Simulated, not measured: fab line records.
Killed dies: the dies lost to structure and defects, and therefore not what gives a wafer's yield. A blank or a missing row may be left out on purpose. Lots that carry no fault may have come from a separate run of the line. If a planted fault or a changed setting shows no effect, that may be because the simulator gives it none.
One fault through the eyes of 2 desks	flow gf180mcu	only its own numbers are on each desk; what lay behind them is given at the end

## METROLOGY DESK
What the gauges read for every lot (on any tool): the sampled wafers with a number, averaged. The brackets show how far a lot's mean lies from the usual mean; more than 4 standard deviations puts the lot out of limits, marked OUT.
Columns: A = V5_W_RS at GF_V5_RS_MEAS_24, usual 0.329 ohm/sq
lot	first seen here	A
L621	day 27 14:11	0.331
L622	day 27 17:32	0.325
L623	day 28 06:38	0.325
L624	day 28 12:49	0.325
L625	day 28 18:57	0.326
L627	day 29 09:40	0.325
L628	day 29 11:22	0.324
L632	day 30 22:17	0.335
L633	day 31 10:30	0.331
L636	day 32 02:57	0.335
L640	day 32 22:37	0.329
L641	day 33 04:16	0.332
Finding of this desk: none of the 12 lots has anything out of limits.

## DESK OF THE TOOL OWNER: rie_diel-04
The tool's own readings at GF_PASSIVATION_ETCH_11 (etches the open film in CF4/O2, stops on TiN, target depth 1800 nm, time 400 s): means of the sampled wafers that have a number, for each lot that ran on this tool. The brackets show how far a lot's mean lies from the usual mean; more than 4 standard deviations puts the lot out of limits, marked OUT.
Columns: A = O2_flow_sccm at GF_PASSIVATION_ETCH_11, usual 10.00 sccm; B = chamber_pressure_mTorr at GF_PASSIVATION_ETCH_11, usual 150.00 mTorr; C = drypump_motor_current_A at GF_PASSIVATION_ETCH_11, usual 5.9 A; D = oes_product_au at GF_PASSIVATION_ETCH_11, usual 0.964 a.u.; E = throttle_valve_pct at GF_PASSIVATION_ETCH_11, usual 5.961 %
lot	first seen here	A	B	C	D	E
L622	day 29 10:49	10.00	149.95	6.1	0.961	5.957
L625	day 30 10:05	10.01	150.04	5.3	0.972	5.954
L628	day 31 01:52	10.00	149.94	5.6	0.966	5.968
L633	day 32 21:32	9.99	150.09	5.7	0.961	5.966
Finding of this desk: none of the 4 lots has anything out of limits.

## PUT TOGETHER
Metrology desk: nothing out of limits seen.
Nothing out of limits was seen by the tool owner's desk.

## WHAT WAS PUT IN BY THE SIMULATOR
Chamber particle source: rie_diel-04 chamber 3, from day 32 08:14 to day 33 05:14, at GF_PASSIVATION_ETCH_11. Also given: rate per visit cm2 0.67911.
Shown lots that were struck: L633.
